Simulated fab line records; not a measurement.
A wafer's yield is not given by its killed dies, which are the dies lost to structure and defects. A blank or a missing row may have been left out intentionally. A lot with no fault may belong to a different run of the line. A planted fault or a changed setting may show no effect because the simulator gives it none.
fab line records    flow sky130
record: lots: 6  wafers: 18  lastDay: 50
route steps=708 shown VT_ADJUST_HVTR@139 VT_ADJUST_PCH@143 SONOS_TUNNEL@154 PAD_OPEN@708
lots untouched by any fault: they come from a run of this same line in which no faults occurred
startH: hours from the record's first day to the start of the lot's first wafer shown    waitH: hours elapsed since this lot's preceding step    " the same as in the row above    L1.1+2: one row covering several wafers at once    - value missing, or start not given    * or withheld: withheld    < > ~ a bound
route shown NAME@n: NAME is a module with steps in the file, n the number in the route of the first one    usual: mean/standard deviation taken from wafers without a fault    same: alike in all rows    chamber/n: place in a boat    sites: per-site readings    _std_site: the standard deviation of these    _edge_site: outer sites' mean less inner sites'    radiusMm: how far each site lies from the wafer's centre    mask NAME#n: copy n    behind: tool/chamber where the wafer was last shaped    hold: why the lot was held/for how many hours/how that ended    device: transistor that didn't switch, given as n, p or np    end of line: the route-end tests of the same wafers    a step with no rows: only its recipe    killed: not the wafer's yield, but the dies lost to structure and defects at the first sort    map: the dies of a wafer, with x for killed, . for not killed, _ for no die there
set.NAME: setting as actually run; set.NAME@STEP: the setting as run at that earlier step    model.NAME: the simulator's own value behind a step, which no gauge read
a table for each step, a row for each wafer; lots at some steps of the route
services: a tool's chamber out of use, with start hour (startH, from the record's first day; less than 0 if before it), hours out, and reason
== steps ==
step: SKY_VT_ADJUST_HVTR_OVL_MEAS_08
usual: VT_ADJUST_HVTR_OVL: 1.2/1.5
lot.wafer  tool        chamber  startH  waitH  VT_ADJUST_HVTR_OVL[nm]
L460.1     overlay-02  -        209.55  0.1    2.5
L460.3     "           -        "       "      -0.4
L460.6     "           -        "       "      2.6
L465.1     overlay-02  -        241.97  0.1    1.1
L465.2     "           -        "       "      0.7
L465.6     "           -        "       "      1.2
L470.1     overlay-01  -        276.35  0.1    1.5
L470.2     "           -        "       "      1.0
L470.3     "           -        "       "      -0.1
L475.3     overlay-01  -        312.53  0.1    2.1
L475.4     "           -        "       "      2.0
L475.6     "           -        "       "      1.0
L481.1     overlay-01  -        361.67  0.1    0.9
L481.4     "           -        "       "      2.1
L481.5     "           -        "       "      0.2
L483.2     overlay-01  -        376.92  0.1    3.0
L483.5     "           -        "       "      0.8
L483.6     "           -        "       "      0.2
step: SKY_VT_ADJUST_HVTR_IMPLANT_09
recipe: species: B  energyKev: 10  doseCm2: 2.1e+12  tiltDeg: withheld
step: SKY_VT_ADJUST_HVTR_STRIP_10
recipe: chemistry: O2/N2  powerW: 1400  pressureMtorr: 1500  platenTempC: withheld  o2FlowSccm: 3000  n2FlowSccm: 300  overashFraction: 0.5
usual: drypumpMotorCurrentA: 5.4/0.44  oesProductAu: 0.716/0.005  stripTimeToEndpointS: 14.17/0.04
lot.wafer  tool            chamber  startH  waitH  drypumpMotorCurrentA  oesProductAu  rfHoursCounterH  stripTimeToEndpointS
L460.1     plasmaAsher-02  0        209.74  0.1    5.2                   0.727         53               14.21
L460.3     "               0        "       "      5.2                   0.714         -                14.21
L460.6     "               1        "       "      5.1                   0.713         -                14.21
L465.1     plasmaAsher-02  1        242.15  0.1    5.1                   0.722         57               14.14
L465.2     "               0        "       "      5.2                   0.722         57               14.14
L465.6     "               0        "       "      5.2                   0.713         -                14.19
L470.1     plasmaAsher-01  1        276.60  0.1    5.4                   0.726         16               14.12
L470.2     "               0        "       "      6.0                   0.724         16               14.15
L470.3     "               0        "       "      5.9                   0.726         -                14.10
L475.3     plasmaAsher-02  1        312.73  0.1    5.1                   0.724         -                14.21
L475.4     "               0        "       "      5.2                   0.722         -                14.24
L475.6     "               0        "       "      5.2                   0.722         -                14.22
L481.1     plasmaAsher-04  1        361.85  0.1    6.1                   0.728         60               14.10
L481.4     "               1        "       "      6.1                   0.715         -                14.15
L481.5     "               0        "       "      4.8                   0.711         -                14.13
L483.2     plasmaAsher-01  1        377.10  0.1    5.4                   0.717         27               14.11
L483.5     "               0        "       "      6.0                   0.719         -                14.11
L483.6     "               1        "       "      5.4                   0.707         -                14.11
step: SKY_VT_ADJUST_HVTR_TW_MEAS_11
usual: VT_ADJUST_HVTR_TW: 210.0/2.4
lot.wafer  tool          chamber  startH  waitH  VT_ADJUST_HVTR_TW
L460.1     filmMetro-01  -        209.84  0.1    211.8
L460.3     "             -        "       "      213.5
L460.6     "             -        "       "      212.4
L465.1     filmMetro-01  -        242.25  0.1    210.9
L465.2     "             -        "       "      209.9
L465.6     "             -        "       "      211.3
L470.1     filmMetro-04  -        276.70  0.1    208.0
L470.2     "             -        "       "      207.8
L470.3     "             -        "       "      207.0
L475.3     filmMetro-04  -        312.82  0.1    207.4
L475.4     "             -        "       "      209.2
L475.6     "             -        "       "      207.1
L481.1     filmMetro-01  -        361.95  0.1    212.5
L481.4     "             -        "       "      212.6
L481.5     "             -        "       "      213.1
L483.2     filmMetro-01  -        377.21  0.1    212.4
L483.5     "             -        "       "      212.0
L483.6     "             -        "       "      211.9
step: SKY_VT_ADJUST_PCH_DEHYDRATE_00
recipe: tempC: 200  timeS: 60
step: SKY_VT_ADJUST_PCH_HMDS_01
recipe: primeTimeS: 60  primeTempC: 120
step: SKY_VT_ADJUST_PCH_COAT_02
recipe: spinRpm: 2000  resistThkNm: 3000
step: SKY_VT_ADJUST_PCH_SOFTBAKE_03
recipe: tempC: 110  timeS: withheld
step: SKY_VT_ADJUST_PCH_EXPOSE_04
recipe: maskId: NWM  na: 0.6  sourceShape: conventional  sigmaOuter: 0.6  polarization: unpolarized  targetCdNm: 840  doseMj: 255
step: SKY_VT_ADJUST_PCH_PEB_05
recipe: tempC: 115  timeS: withheld
step: SKY_VT_ADJUST_PCH_DEVELOP_06
recipe: wallAngleDeg: 90  developer: TMAH  developTimeS: 60  devTempC: 23
step: SKY_VT_ADJUST_PCH_OVL_MEAS_07
usual: VT_ADJUST_PCH_OVL: -1.0/1.5
lot.wafer  tool        chamber  startH  waitH  VT_ADJUST_PCH_OVL[nm]
L460.1     overlay-01  -        232.10  -      -1.4
L460.3     "           -        "       "      -2.5
L460.6     "           -        "       "      -2.9
L465.1     overlay-01  -        266.85  -      -1.0
L465.2     "           -        "       "      -1.8
L465.6     "           -        "       "      -1.0
L470.1     overlay-02  -        301.80  -      -1.2
L470.2     "           -        "       "      -2.8
L470.3     "           -        "       "      -3.5
L475.3     overlay-01  -        338.31  -      -3.8
L475.4     "           -        "       "      -1.5
L475.6     "           -        "       "      -2.4
L481.1     overlay-02  -        390.50  -      -1.0
L481.4     "           -        "       "      -1.2
L481.5     "           -        "       "      -1.9
L483.2     overlay-01  -        405.29  -      1.1
L483.5     "           -        "       "      -0.1
L483.6     "           -        "       "      -0.7
step: SKY_VT_ADJUST_PCH_IMPLANT_08
recipe: species: B  energyKev: 10  doseCm2: 5e+11  tiltDeg: withheld
usual: beamOnS: 10.00/0.22  endStationPressureTorr: 5.04e-06/2.4e-07  faradayCurrentUA: 2.82/0.061
lot.wafer  tool          chamber  startH  waitH  beamOnS  endStationPressureTorr  faradayCurrentUA
L460.1     implanter-04  0        232.13  0.0    9.75     4.94e-06                2.88
L460.3     "             0        "       "      9.67     4.79e-06                2.90
L460.6     "             0        "       "      9.99     5.18e-06                2.82
L465.1     implanter-04  0        266.88  0.0    10.27    4.83e-06                2.76
L465.2     "             0        "       "      10.02    4.96e-06                2.81
L465.6     "             0        "       "      9.88     5.04e-06                2.85
L470.1     implanter-02  0        301.83  0.0    9.93     5.05e-06                2.84
L470.2     "             0        "       "      10.13    5.31e-06                2.79
L470.3     "             0        "       "      10.08    5.1e-06                 2.79
L475.3     implanter-02  0        338.38  0.1    10.08    4.96e-06                2.78
L475.4     "             0        "       "      9.88     5.07e-06                2.85
L475.6     "             0        "       "      9.72     4.78e-06                2.90
L481.1     implanter-04  0        390.53  0.0    11.96    8.1e-05                 2.31
L481.4     "             0        "       "      11.45    8.777e-05               2.43
L481.5     "             0        "       "      11.43    8.243e-05               2.45
L483.2     implanter-04  0        405.34  0.0    11.36    7.536e-05               2.44
L483.5     "             0        "       "      11.43    7.709e-05               2.44
L483.6     "             0        "       "      11.47    8.286e-05               2.43
step: SKY_VT_ADJUST_PCH_STRIP_09
recipe: chemistry: O2/N2  powerW: 1400  pressureMtorr: 1500  platenTempC: withheld  o2FlowSccm: 3000  n2FlowSccm: 300  overashFraction: 0.5
usual: drypumpMotorCurrentA: 5.7/0.39  oesProductAu: 0.723/0.0048  stripTimeToEndpointS: 36.90/0.11
lot.wafer  tool            chamber  startH  waitH  drypumpMotorCurrentA  oesProductAu  rfHoursCounterH  stripTimeToEndpointS
L460.1     plasmaAsher-02  1        232.28  0.1    5.2                   0.730         56               36.65
L460.3     "               0        "       "      5.2                   0.721         -                36.72
L460.6     "               1        "       "      5.1                   0.718         -                36.64
L465.1     plasmaAsher-02  1        267.03  0.1    5.1                   0.724         59               36.91
L465.2     "               0        "       "      5.2                   0.723         59               36.88
L465.6     "               0        "       "      5.2                   0.720         -                36.88
L470.1     plasmaAsher-03  0        301.98  0.1    6.1                   0.717         50               36.83
L470.2     "               1        "       "      6.0                   0.727         50               36.92
L470.3     "               1        "       "      6.0                   0.718         -                36.85
L475.3     plasmaAsher-01  0        338.51  0.1    5.9                   0.714         -                36.89
L475.4     "               1        "       "      5.4                   0.722         -                36.78
L475.6     "               1        "       "      5.3                   0.725         -                36.88
L481.1     plasmaAsher-03  1        390.68  0.1    5.9                   0.714         60               36.96
L481.4     "               1        "       "      6.0                   0.725         -                36.88
L481.5     "               0        "       "      6.1                   0.724         -                36.97
L483.2     plasmaAsher-02  0        405.47  0.1    5.2                   0.726         70               36.97
L483.5     "               0        "       "      5.2                   0.726         -                36.86
L483.6     "               1        "       "      5.2                   0.719         -                37.02
step: SKY_VT_ADJUST_PCH_TW_MEAS_10
usual: VT_ADJUST_PCH_TW: 141.7/1.3
lot.wafer  tool          chamber  startH  waitH  VT_ADJUST_PCH_TW
L460.1     filmMetro-02  -        232.38  0.1    143.6
L460.3     "             -        "       "      143.8
L460.6     "             -        "       "      143.5
L465.1     filmMetro-02  -        267.13  0.1    141.9
L465.2     "             -        "       "      142.5
L465.6     "             -        "       "      142.9
L470.1     filmMetro-04  -        302.08  0.1    140.5
L470.2     "             -        "       "      140.9
L470.3     "             -        "       "      141.4
L475.3     filmMetro-04  -        338.60  0.1    139.8
L475.4     "             -        "       "      139.8
L475.6     "             -        "       "      139.6
L481.1     filmMetro-02  -        390.78  0.1    148.4
L481.4     "             -        "       "      147.7
L481.5     "             -        "       "      146.9
L483.2     filmMetro-01  -        405.58  0.1    147.0
L483.5     "             -        "       "      146.5
L483.6     "             -        "       "      147.0
step: SKY_SONOS_TUNNEL_DEHYDRATE_00
recipe: tempC: 200  timeS: 60
step: SKY_PAD_OPEN_PROBE_99
usual: killed_at_M0_to_M3: 42/6.7  killed_at_M4_up: 3.3/2.1  killedAtContacts: 24/5.1  killedAtFrontEnd: 15/4.6  killedAtOther: 0.3/0.58  killedDies: 85/9.9  killedOpen: 46/6.9  killedShort: 38/7
same: grossDies: 492  killedAtBackSide: 0
lot.wafer  tool       chamber  startH   waitH  killed_at_M0_to_M3  killed_at_M4_up  killedAtContacts  killedAtFrontEnd  killedAtOther  killedDies  killedOpen  killedShort  model.etest.pfet_01v8_lvt.offLog10AUm  model.etest.pfet_16v.vtV  model.etest.pfetG5v0d10v5.vtV  model.etest.pfetG5v0d10v5.vtLongV  model.etest.pfet_01v8_lvt.vtSatV  model.etest.pfet_01v8_lvt.vtV  model.etest.pfet_01v8_lvt.vtLongV  model.etest.pfet_01v8_lvt.bodyRiseV
L460.1     prober-01  -        1085.15  0.1    48                  7                26                8                 0              89          50          38           -8.414                                 -1.057                    -0.8032                        -0.8992                            -0.4081                           -0.5067                        -0.6285                            -0.2023
L460.3     prober-01  -        1085.25  0.2    42                  6                21                13                0              82          46          36           -8.636                                 -1.062                    -0.7743                        -0.9023                            -0.4201                           -0.5172                        -0.6406                            -0.1978
L460.6     prober-01  -        1085.40  0.2    49                  1                29                12                0              91          52          38           -8.678                                 -1.064                    -0.7995                        -0.906                             -0.4133                           -0.5097                        -0.6301                            -0.202
L465.1     prober-02  -        1120.11  0.1    55                  5                24                19                0              103         45          56           -8.781                                 -1.09                     -0.8111                        -0.9237                            -0.4466                           -0.5358                        -0.6558                            -0.2017
L465.2     prober-02  -        1120.16  0.1    42                  4                21                13                3              83          44          36           -8.903                                 -1.096                    -0.846                         -0.9289                            -0.4456                           -0.5379                        -0.6575                            -0.2016
L465.6     prober-02  -        1120.36  0.2    47                  3                11                18                0              79          33          44           -9.083                                 -1.096                    -0.8366                        -0.9333                            -0.4535                           -0.5438                        -0.6571                            -0.1983
L470.1     prober-01  -        1142.10  0.1    49                  9                23                8                 0              89          49          35           -8.747                                 -1.079                    -0.8226                        -0.9135                            -0.435                            -0.5245                        -0.6441                            -0.2052
L470.2     prober-01  -        1142.15  0.1    51                  1                25                20                0              97          59          38           -8.576                                 -1.084                    -0.8199                        -0.915                             -0.4292                           -0.5204                        -0.6425                            -0.2031
L470.3     prober-01  -        1142.20  0.2    35                  2                29                15                1              82          51          31           -8.898                                 -1.099                    -0.8147                        -0.9258                            -0.4431                           -0.5318                        -0.649                             -0.2043
L475.3     prober-02  -        1167.07  0.2    37                  5                24                8                 2              76          36          40           -8.86                                  -1.099                    -0.8495                        -0.9318                            -0.4487                           -0.5356                        -0.6503                            -0.2026
L475.4     prober-02  -        1167.12  0.2    46                  6                15                21                0              88          48          39           -9.065                                 -1.117                    -0.837                         -0.945                             -0.4538                           -0.5447                        -0.6612                            -0.1994
L475.6     prober-02  -        1167.22  0.2    46                  3                24                27                0              100         54          45           -8.938                                 -1.118                    -0.8536                        -0.9462                            -0.4596                           -0.5457                        -0.6602                            -0.2002
L481.1     prober-02  -        1199.47  0.1    36                  6                28                12                0              82          43          39           -8.902                                 -1.088                    -0.827                         -0.9151                            -0.4354                           -0.5243                        -0.6449                            -0.2051
L481.4     prober-02  -        1199.62  0.2    37                  1                34                7                 1              80          47          33           -8.945                                 -1.1                      -0.8337                        -0.9286                            -0.4458                           -0.5346                        -0.6522                            -0.2031
L481.5     prober-02  -        1199.67  0.2    47                  6                28                12                1              94          49          45           -8.802                                 -1.084                    -0.8321                        -0.917                             -0.4399                           -0.5272                        -0.6424                            -0.2061
L483.2     prober-02  -        1202.86  0.1    40                  4                27                16                0              87          53          34           -8.447                                 -1.054                    -0.7679                        -0.8873                            -0.3983                           -0.4952                        -0.6244                            -0.2087
L483.5     prober-02  -        1203.01  0.2    34                  5                23                14                1              77          40          37           -8.442                                 -1.061                    -0.7884                        -0.8985                            -0.4024                           -0.4978                        -0.6229                            -0.2103
L483.6     prober-02  -        1203.06  0.2    45                  1                20                15                1              82          41          40           -8.402                                 -1.058                    -0.7981                        -0.896                             -0.4035                           -0.5032                        -0.6237                            -0.2097
killed by level:class
L460.1 VIA1:geometricParticle:open=16 CONTACT:geometricParticle:open=13 VIA1:geometricParticle:short=7 METAL2:geometricParticle:short=7 VIA2:geometricParticle:open=6 LI_CONTACT:geometricParticle:open=5 CONTACT:geometricParticle:short=4 POLY_GATE:geometricParticle:short=3
L460.3 VIA1:geometricParticle:open=12 CONTACT:geometricParticle:open=9 VIA2:geometricParticle:open=6 METAL1:geometricParticle:short=6 POLY_GATE:geometricParticle:open=5 POLY_GATE:geometricParticle:short=4 LI_CONTACT:geometricParticle:open=4 LOCAL_INTERCONNECT:geometricParticle:short=4
L460.6 VIA2:geometricParticle:open=10 CONTACT:geometricParticle:open=10 VIA1:geometricParticle:open=10 LI_CONTACT:geometricParticle:open=8 METAL2:geometricParticle:short=5 VIA2:geometricParticle:short=5 FIELD_ISO:geometricParticle:open=4 LI_CONTACT:geometricParticle:short=4
L465.1 METAL1:geometricParticle:short=11 METAL2:geometricParticle:short=10 VIA1:geometricParticle:open=10 LI_CONTACT:geometricParticle:open=9 VIA1:geometricParticle:short=8 CONTACT:geometricParticle:open=6 FIELD_ISO:geometricParticle:short=5 POLY_GATE:geometricParticle:short=5
L465.2 VIA1:geometricParticle:open=11 CONTACT:geometricParticle:open=6 VIA2:geometricParticle:open=6 LOCAL_INTERCONNECT:geometricParticle:short=5 VIA1:geometricParticle:short=5 VIA3:geometricParticle:open=5 METAL2:geometricParticle:short=5 LI_CONTACT:geometricParticle:open=4
L465.6 VIA2:geometricParticle:open=10 METAL3:geometricParticle:short=7 VIA1:geometricParticle:open=6 POLY_GATE:geometricParticle:short=5 CONTACT:geometricParticle:open=5 METAL1:geometricParticle:short=5 VIA3:geometricParticle:short=5 FIELD_ISO:geometricParticle:short=4
L470.1 CONTACT:geometricParticle:open=12 VIA3:geometricParticle:open=12 METAL1:geometricParticle:short=8 VIA2:geometricParticle:open=7 VIA1:geometricParticle:open=6 VIA1:geometricParticle:short=5 METAL3:geometricParticle:short=5 VIA4:areaEtch=5
L470.2 VIA1:geometricParticle:open=11 CONTACT:geometricParticle:open=10 LI_CONTACT:geometricParticle:open=9 VIA3:geometricParticle:open=9 FIELD_ISO:geometricParticle:short=8 VIA2:geometricParticle:open=6 FIELD_ISO:geometricParticle:open=5 METAL2:geometricParticle:short=5
L470.3 CONTACT:geometricParticle:open=10 VIA1:geometricParticle:open=9 LI_CONTACT:geometricParticle:open=8 POLY_GATE:geometricParticle:short=6 VIA2:geometricParticle:open=5 LOCAL_INTERCONNECT:geometricParticle:short=4 CONTACT:geometricParticle:short=4 METAL2:geometricParticle:open=4
L475.3 VIA3:geometricParticle:open=8 LI_CONTACT:geometricParticle:short=7 LI_CONTACT:geometricParticle:open=7 METAL1:geometricParticle:short=7 METAL2:geometricParticle:short=5 CONTACT:geometricParticle:open=5 VIA1:geometricParticle:open=4 METAL4:geometricParticle:short=4
L475.4 VIA1:geometricParticle:open=13 VIA2:geometricParticle:open=7 METAL2:geometricParticle:short=7 CONTACT:geometricParticle:open=6 POLY_GATE:geometricParticle:open=5 METAL4:geometricParticle:short=5 VIA3:geometricParticle:open=5 POLY_GATE:geometricParticle:short=4
L475.6 VIA1:geometricParticle:open=12 POLY_GATE:geometricParticle:open=9 CONTACT:geometricParticle:open=9 POLY_GATE:geometricParticle:short=7 LI_CONTACT:geometricParticle:open=7 VIA2:geometricParticle:short=6 LOCAL_INTERCONNECT:geometricParticle:short=5 VIA3:geometricParticle:short=5
L481.1 LI_CONTACT:geometricParticle:open=8 CONTACT:geometricParticle:open=8 CONTACT:geometricParticle:short=8 VIA1:geometricParticle:open=7 METAL2:geometricParticle:short=5 VIA3:geometricParticle:open=5 POLY_GATE:geometricParticle:short=4 VIA2:geometricParticle:open=4
L481.4 CONTACT:geometricParticle:open=18 VIA1:geometricParticle:open=9 LI_CONTACT:geometricParticle:open=7 METAL2:geometricParticle:short=7 VIA2:geometricParticle:open=5 CONTACT:geometricParticle:short=4 METAL1:geometricParticle:short=4 VIA1:geometricParticle:short=3
L481.5 VIA1:geometricParticle:open=13 CONTACT:geometricParticle:open=10 LI_CONTACT:geometricParticle:open=6 CONTACT:geometricParticle:short=6 VIA3:geometricParticle:short=5 METAL1:geometricParticle:open=5 METAL2:geometricParticle:short=5 METAL4:geometricParticle:short=5
L483.2 LI_CONTACT:geometricParticle:open=15 VIA1:geometricParticle:open=12 VIA3:geometricParticle:open=6 POLY_GATE:geometricParticle:short=4 CONTACT:geometricParticle:short=4 CONTACT:geometricParticle:open=4 VIA1:geometricParticle:short=4 VIA2:geometricParticle:open=4
L483.5 LI_CONTACT:geometricParticle:open=8 CONTACT:geometricParticle:open=6 METAL1:geometricParticle:short=5 VIA1:geometricParticle:open=5 FIELD_ISO:geometricParticle:open=4 CONTACT:geometricParticle:short=4 VIA1:geometricParticle:short=4 METAL3:geometricParticle:short=4
L483.6 VIA3:geometricParticle:open=11 METAL1:geometricParticle:short=9 VIA1:geometricParticle:open=7 LI_CONTACT:geometricParticle:open=6 METAL2:geometricParticle:short=5 CONTACT:geometricParticle:short=4 FIELD_ISO:geometricParticle:open=4 POLY_GATE:geometricParticle:short=4
== services ==
tool            chamber  startH  hours  kind
plasmaAsher-04  -        208.50  11.1   repair
implanter-02    -        224.02  3.2    repair
plasmaAsher-04  -        239.75  22.9   repair
implanter-02    -        250.49  2.5    repair
plasmaAsher-02  -        256.45  8.2    repair
plasmaAsher-02  -        332.42  14.6   pm
plasmaAsher-04  -        341.54  10.1   repair
plasmaAsher-02  -        384.96  13.3   repair
plasmaAsher-03  -        397.36  1.1    repair
== key ==
firstSign: step: SKY_VT_ADJUST_PCH_IMPLANT_08  reading: endStationPressureTorr  direction: up  sigmas: 99+  usual: 5.04e-06  struck: 8.109e-05
effect: step: SKY_VT_ADJUST_PCH_IMPLANT_08  reading: beamOnS  direction: up  sigmas: 6.9  usual: 10.00  struck: 11.52
effect: step: SKY_VT_ADJUST_PCH_TW_MEAS_10  reading: VT_ADJUST_PCH_TW  direction: up  sigmas: 4.3  usual: 141.7  struck: 147.3
modelEffect: step: SKY_PAD_OPEN_PROBE_99  value: etest.pfet_01v8_lvt.offLog10AUm  without: -8.938  struck: -8.657
metAt SKY_VT_ADJUST_PCH_IMPLANT_08
struckWafers L481.1,L481.4,L481.5,L483.2,L483.5,L483.6
testerLeftOut L481,L483
onsetBetween 266.88 390.53
fault: kind: processParameterDrift  tool: implanter-04  chamber: -  onsetH: 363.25  steps: SKY_VT_ADJUST_PCH_IMPLANT_08  channel: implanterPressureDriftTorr  offset: 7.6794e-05  shape: step  endH: 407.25
fault: kind: processParameterDrift  tool: implanter-04  chamber: -  onsetH: 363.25  steps: SKY_VT_ADJUST_PCH_IMPLANT_08  channel: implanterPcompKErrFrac  offset: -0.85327  shape: step  endH: 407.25
testerLeftOut: of these lots the tester's yield and bins aren't shown, on N5 and GAA mostly nor the transistor test; their killed dies are dies lost to structure and defects alone, not to doping, threshold or leakage, so they don't give the yield
